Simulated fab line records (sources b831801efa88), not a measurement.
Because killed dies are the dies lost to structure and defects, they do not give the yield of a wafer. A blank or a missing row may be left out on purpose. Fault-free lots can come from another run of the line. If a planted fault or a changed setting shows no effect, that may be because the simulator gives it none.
What tool caused it? -- flow sky130 -- Sampling: 13 lots, 39 wafers, 5 of 708 route steps

## WHAT EACH GAUGE READ, for each wafer
SKY_NWELL_THK_MEAS_02.
lot,measured,on,NWELL_OXIDATION_THK (nm)
L691,day 2 19:14,film_metro-04,10.00 9.92 10.13
L692,day 2 23:42,film_metro-01,10.11 10.05 10.09
L693,day 3 03:31,film_metro-02,9.79 9.49 9.83
L695,day 3 16:34,film_metro-01,10.05 10.28 10.32
L696,day 3 20:35,film_metro-04,10.06 10.22 10.09
L697,day 4 00:50,film_metro-01,9.79 9.74 9.84
L700,day 4 17:22,film_metro-01,10.08 9.94 9.88
L701,day 5 02:49,film_metro-02,9.93 9.83 9.91
L706,day 6 03:59,film_metro-04,9.89 9.87 9.94
L708,day 6 12:35,film_metro-02,9.87 10.26 10.10
L709,day 6 22:28,film_metro-01,10.40 10.39 10.38
L710,day 7 01:24,film_metro-01,9.86 9.89 10.00
L712,day 7 09:30,film_metro-02,10.14 10.19 10.00

SKY_NWELL_OVL_MEAS_10.
lot,measured,on,NWELL_00_OVL (nm)
L691,day 4 20:14,overlay-02,-1.0 -3.5 -1.6
L692,day 4 23:38,overlay-01,-1.1 -2.4 -0.6
L693,day 5 03:53,overlay-01,-0.8 -1.1 -0.8
L695,day 5 17:41,overlay-02,1.0 1.9 -1.0
L696,day 5 23:35,overlay-01,1.2 2.2 1.8
L697,day 6 04:23,overlay-02,-3.0 -2.0 -1.7
L700,day 6 22:19,overlay-01,-3.6 -1.8 0.0
L701,day 7 11:02,overlay-01,-0.5 0.2 -0.2
L706,day 8 14:19,overlay-01,-1.3 -1.6 0.3
L708,day 9 00:32,overlay-01,185.9 184.6 185.9
L709,day 9 12:22,overlay-01,181.1 183.6 183.6
L710,day 9 16:45,overlay-02,184.1 183.3 184.7
L712,day 10 01:23,overlay-01,-1.8 -2.7 -0.3

SKY_VT_ADJUST_HVTP_OVL_MEAS_08.
lot,measured,on,VT_ADJUST_HVTP_OVL (nm)
L691,day 6 07:55,overlay-02,-0.3 1.4 -1.2
L692,day 6 12:01,overlay-01,2.5 0.9 2.1
L693,day 6 18:34,overlay-01,0.1 -1.4 -1.4
L695,day 7 06:54,overlay-02,-0.9 0.1 -0.3
L696,day 7 14:55,overlay-01,1.6 1.6 1.7
L697,day 7 20:45,overlay-01,-0.7 -3.0 -3.3
L700,day 8 15:58,overlay-01,1.7 -0.1 0.8
L701,day 9 05:58,overlay-02,1.0 -0.9 0.6
L706,day 10 11:37,overlay-02,1.0 0.9 0.8
L708,day 10 22:46,overlay-02,1.7 -0.3 1.0
L709,day 11 11:16,overlay-01,0.2 1.1 1.7
L710,day 11 17:11,overlay-01,2.2 1.8 1.2
L712,day 12 02:07,overlay-02,0.9 -0.8 1.6

## TOOL THAT RAN EACH LOT (tool first, then ch and the chambers of the sampled wafers, then the start)
lot,SKY_FIELD_ISO_CMP_27,SKY_NWELL_EXPOSE_07
L691,"cmp-01 ch 2,3, day 2 16:42","iline_stepper-01 ch 0, day 4 12:07"
L692,"cmp-01 ch 0,1,3, day 2 20:43","iline_stepper-01 ch 0, day 4 15:26"
L693,"cmp-02 ch 0,1,3, day 3 01:18","iline_stepper-01 ch 0, day 4 20:12"
L695,"cmp-01 ch 0,1,3, day 3 13:14","iline_stepper-01 ch 0, day 5 08:49"
L696,"cmp-01 ch 1,2,3, day 3 18:19","iline_stepper-01 ch 0, day 5 15:33"
L697,"cmp-01 ch 1,2, day 3 20:55","iline_stepper-02 ch 0, day 5 19:22"
L700,"cmp-01 ch 0,1,3, day 4 13:34","iline_stepper-01 ch 0, day 6 13:53"
L701,"cmp-01 ch 1,2, day 4 22:55","iline_stepper-01 ch 0, day 7 00:33"
L706,"cmp-02 ch 2,3, day 6 00:28","iline_stepper-01 ch 0, day 8 03:59"
L708,"cmp-01 ch 0,1,2, day 6 08:41","iline_stepper-01 ch 0, day 8 14:02"
L709,"cmp-02 ch 1,2,3, day 6 16:52","iline_stepper-01 ch 0, day 9 01:20"
L710,"cmp-01 ch 0,1, day 6 21:04","iline_stepper-01 ch 0, day 9 05:56"
L712,"cmp-01 ch 0,2,3, day 7 07:11","iline_stepper-02 ch 0, day 9 14:57"
- SKY_FIELD_ISO_CMP_27: polishes, stops on Si3N4, t overpolish 16 s, target thk 457.8 nm.
- SKY_NWELL_EXPOSE_07: exposes mask NWM, target cd 840 nm.

## WHAT THE TOOLS THEMSELVES READ (means of the sampled wafers that have a number; where no wafer has one, the mark that the record gives instead)
SKY_FIELD_ISO_CMP_27.
lot,tool,motor_current_A (A),overpolish_run_s (s),time_to_endpoint_s (s)
L691,cmp-01,11.9,15.994,112
L692,cmp-01,13.2,16.003,114
L693,cmp-02,12.2,16.001,115
L695,cmp-01,13.4,15.999,114
L696,cmp-01,12.1,15.999,113
L697,cmp-01,12.3,16.003,111
L700,cmp-01,12.8,15.992,109
L701,cmp-01,11.9,16.000,106
L706,cmp-02,12.4,15.999,113
L708,cmp-01,12.5,16.004,110
L709,cmp-02,12.8,15.999,108
L710,cmp-01,13.1,15.995,112
L712,cmp-01,12.6,16.004,114

## THE ANSWER, worked out from the rows above alone
Rule: the usual values come from the lots themselves. Put in order of their means at a reading, lots are off if they are a third of the lots or fewer, leave a main group of 4 or more, and stand apart from it by a gap of 3 or more times the standard deviation of the main group's means; of several such gaps the widest counts. If all means in a main group match to the digits the tables above print for the reading, that group is not used. A lot without any number at a reading at which 4 lots or more have one is off too. All remaining lots with rows at the step are treated as sound. The gauges are gone through in route order, then the tools' own readings, and for those a lot's mean is taken as printed above. The first step at which some lot is off is used, and at that step the reading that is off furthest; a lot without a number counts as furthest.
Off: L708, L709, L710, seen at SKY_NWELL_OVL_MEAS_10 (NWELL_00_OVL). The main group has a mean of -0.9 nm with a standard deviation of 1.2.
If a tool, at a process step before that reading, ran all the lots that are off and no sound lot after the first of them, it fits. Gauges at SKY_NWELL_OVL_MEAS_10: tried the same way as those tools. One fits: iline_stepper-01 at SKY_NWELL_EXPOSE_07. A fault onset in the window from L706 (day 8 03:59, its last sound lot) to L708 (day 8 14:02, its first lot off) fits.

## WHAT THE SIMULATOR HAD PUT IN
Scanner matching overlay: iline_stepper-01, from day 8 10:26 on, at SKY_NWELL_EXPOSE_07. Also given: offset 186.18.
Lots struck among those shown: L708, L709, L710. The rule given above showed the same thing.
